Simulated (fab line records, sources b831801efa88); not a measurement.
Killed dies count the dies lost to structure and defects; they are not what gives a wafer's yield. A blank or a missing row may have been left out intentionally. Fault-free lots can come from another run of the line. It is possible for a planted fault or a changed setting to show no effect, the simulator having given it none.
What tool caused it? | flow sky130 | 12 lots with 36 wafers sampled at 4 steps, on a route of 708 steps

== WHAT THE GAUGES READ, wafer by wafer ==
SKY_LDD_HVP_OVL_MEAS_07. Usual: LDD_HVP_OVL typically reads 0.8 nm, with standard deviation 1.5.
lot  | measured     | on         | LDD_HVP_OVL (nm) | flag
L508 | day 21 23:35 | overlay-02 | -2.9 -2.5 -1.3   | 
L510 | day 22 12:21 | overlay-01 | 2.8 0.8 3.4      | 
L511 | day 22 16:38 | overlay-02 | 0.1 0.4 -0.3     | 
L509 | day 22 16:47 | overlay-02 | 3.5 2.3 3.1      | 
L512 | day 22 17:11 | overlay-01 | -1.8 -2.0 -1.0   | 
L514 | day 23 23:26 | overlay-01 | -0.2 0.4 -0.3    | 
L515 | day 23 23:26 | overlay-02 | -0.2 -1.5 1.0    | 
L516 | day 24 11:47 | overlay-01 | -0.5 1.3 1.5     | 
L526 | day 27 19:35 | overlay-02 | 1.2 2.7 2.4      | 
L527 | day 27 22:32 | overlay-01 | 0.7 -2.3 -1.6    | 
L528 | day 28 20:08 | overlay-01 | 0.8 1.3 1.0      | 
L529 | day 29 14:11 | overlay-01 | 2.1 2.1 2.9      | 

SKY_LDD_LDN_TW_MEAS_13. Usual: LDD_LDN_TW typically reads 1496, with standard deviation 6.7.
lot  | measured     | on           | LDD_LDN_TW     | flag
L508 | day 23 06:08 | filmMetro-04 | 1489 1492 1493 | 
L510 | day 23 18:56 | filmMetro-02 | 1495 1503 1499 | 
L511 | day 23 23:49 | filmMetro-01 | 1492 1497 1503 | 
L509 | day 24 00:07 | filmMetro-01 | 1502 1513 1501 | 
L512 | day 24 00:25 | filmMetro-02 | 1497 1496 1502 | 
L514 | day 25 05:38 | filmMetro-02 | 1486 1479 1484 | 
L515 | day 25 06:28 | filmMetro-01 | 1491 1493 1500 | 
L516 | day 25 18:28 | filmMetro-01 | 1497 1490 1501 | 
L526 | day 29 01:25 | filmMetro-02 | 1494 1499 1497 | 
L527 | day 29 02:58 | filmMetro-01 | 1497 1494 1497 | 
L528 | day 30 00:55 | filmMetro-04 | 1499 1494 1496 | 
L529 | day 30 18:37 | filmMetro-02 | 1505 1497 1499 | 

== WHAT TOOL EACH LOT RAN ON (gives the tool, then ch and the chambers of the sampled wafers, and finally the start) ==
lot  | SKY_LDD_HVN_STRIP_09                | SKY_LDD_LDN_STRIP_12
L508 | plasmaAsher-04 ch 0,1, day 20 16:58 | plasmaAsher-02 ch 0,1, day 23 06:03
L510 | plasmaAsher-02 ch 0,1, day 21 06:08 | plasmaAsher-03 ch 0,1, day 23 18:51
L511 | plasmaAsher-01 ch 1, day 21 10:43   | plasmaAsher-01 ch 0,1, day 23 23:43
L509 | plasmaAsher-02 ch 0,1, day 21 10:49 | plasmaAsher-03 ch 0,1, day 24 00:01
L512 | plasmaAsher-02 ch 0,1, day 21 11:28 | plasmaAsher-02 ch 0,1, day 24 00:19
L514 | plasmaAsher-04 ch 0,1, day 22 16:46 | plasmaAsher-02 ch 0,1, day 25 05:33
L515 | plasmaAsher-01 ch 0,1, day 22 16:58 | plasmaAsher-02 ch 1, day 25 06:22
L516 | plasmaAsher-02 ch 0,1, day 23 05:28 | plasmaAsher-01 ch 0,1, day 25 18:22
L526 | plasmaAsher-04 ch 0,1, day 26 14:40 | plasmaAsher-01 ch 0,1, day 29 01:19
L527 | plasmaAsher-02 ch 0,1, day 26 18:25 | plasmaAsher-03 ch 0,1, day 29 02:52
L528 | plasmaAsher-04 ch 0,1, day 27 15:34 | plasmaAsher-03 ch 0,1, day 30 00:49
L529 | plasmaAsher-04 ch 1, day 28 10:05   | plasmaAsher-03 ch 0,1, day 30 18:31
- SKY_LDD_HVN_STRIP_09: strips in O2/N2.
- SKY_LDD_LDN_STRIP_12: strips in O2/N2.

== AS READ BY THE TOOLS THEMSELVES (means over the sampled wafers that have a number; for cases with no such wafer, the mark the record gives instead) ==
SKY_LDD_HVN_STRIP_09. Usual: drypumpMotorCurrentA 5.72 A, standard deviation 0.27; n2FlowSccm 299.9 sccm, standard deviation 0.95; oesProductAu 0.408 a.u., standard deviation 0.0045; stripTimeToEndpointS 4.127 s, standard deviation 0.015.
lot  | tool           | drypumpMotorCurrentA (A) | n2FlowSccm (sccm) | oesProductAu (a.u.) | stripTimeToEndpointS (s) | flag
L508 | plasmaAsher-04 | 5.72                     | 300.7             | 0.407               | 4.122                    | 
L510 | plasmaAsher-02 | 5.55                     | 299.2             | 0.413               | 4.118                    | 
L511 | plasmaAsher-01 | 5.92                     | 300.5             | 0.407               | 4.129                    | 
L509 | plasmaAsher-02 | 5.83                     | 300.2             | 0.409               | 4.143                    | 
L512 | plasmaAsher-02 | 5.53                     | 299.6             | 0.409               | 4.131                    | 
L514 | plasmaAsher-04 | 5.71                     | 299.6             | 0.410               | 4.142                    | 
L515 | plasmaAsher-01 | 5.84                     | 299.8             | 0.408               | 4.121                    | 
L516 | plasmaAsher-02 | 5.79                     | 300.5             | 0.410               | 4.139                    | 
L526 | plasmaAsher-04 | 5.71                     | 300.1             | 0.407               | 4.133                    | 
L527 | plasmaAsher-02 | 5.79                     | 299.5             | 0.412               | 4.135                    | 
L528 | plasmaAsher-04 | 5.70                     | 300.3             | 0.409               | 4.143                    | 
L529 | plasmaAsher-04 | 5.72                     | 300.0             | 0.413               | 4.115                    | 

SKY_LDD_LDN_STRIP_12. Usual: drypumpMotorCurrentA 5.7 A, standard deviation 0.41; n2FlowSccm 300.1 sccm, standard deviation 0.93; oesProductAu 0.715 a.u., standard deviation 0.0043; stripTimeToEndpointS 14.15 s, standard deviation 0.032.
lot  | tool           | drypumpMotorCurrentA (A) | n2FlowSccm (sccm) | oesProductAu (a.u.) | stripTimeToEndpointS (s) | flag
L508 | plasmaAsher-02 | 5.8                      | 300.7             | 0.718               | 14.13                    | 
L510 | plasmaAsher-03 | 5.9                      | 300.0             | 0.715               | 14.17                    | 
L511 | plasmaAsher-01 | 5.8                      | 300.5             | 0.715               | 14.18                    | 
L509 | plasmaAsher-03 | 5.9                      | 299.9             | 0.716               | 14.18                    | 
L512 | plasmaAsher-02 | 5.8                      | 301.1             | 0.719               | 14.13                    | 
L514 | plasmaAsher-02 | 5.8                      | 299.6             | 0.717               | 14.15                    | 
L515 | plasmaAsher-02 | 6.0                      | 299.6             | 0.938               | -                        | OFF
L516 | plasmaAsher-01 | 5.8                      | 299.7             | 0.711               | 14.18                    | 
L526 | plasmaAsher-01 | 5.8                      | 301.5             | 0.713               | 14.14                    | 
L527 | plasmaAsher-03 | 5.5                      | 299.9             | 0.713               | 14.12                    | 
L528 | plasmaAsher-03 | 5.9                      | 299.7             | 0.713               | 14.17                    | 
L529 | plasmaAsher-03 | 5.5                      | 300.8             | 0.717               | 14.17                    | 

== THE ANSWER, worked out from the rows above alone ==
Rule: lot off if the mean of its wafers having a number is beyond 3 standard deviations from the usual mean. A lot without any number at a reading at which 4 lots or more have one is off too. All remaining lots with rows at the step are treated as sound. The gauges are gone through in route order, then the tools' own readings, and for those a lot's mean is taken as printed above. At the first step where some lot is off, the reading lying furthest off is the one used; lots without a number count as furthest.
Off: L515 (SKY_LDD_LDN_STRIP_12, stripTimeToEndpointS). Without a number there: L515.
A tool fits if, at that step or a process step before it, it ran every lot that is off, and no sound lot after the first of them. Undecided on this evidence; 2 tools fit (plasmaAsher-01 at SKY_LDD_HVN_STRIP_09, plasmaAsher-02 at SKY_LDD_LDN_STRIP_12).

== WHAT THE SIMULATOR HAD PUT IN ==
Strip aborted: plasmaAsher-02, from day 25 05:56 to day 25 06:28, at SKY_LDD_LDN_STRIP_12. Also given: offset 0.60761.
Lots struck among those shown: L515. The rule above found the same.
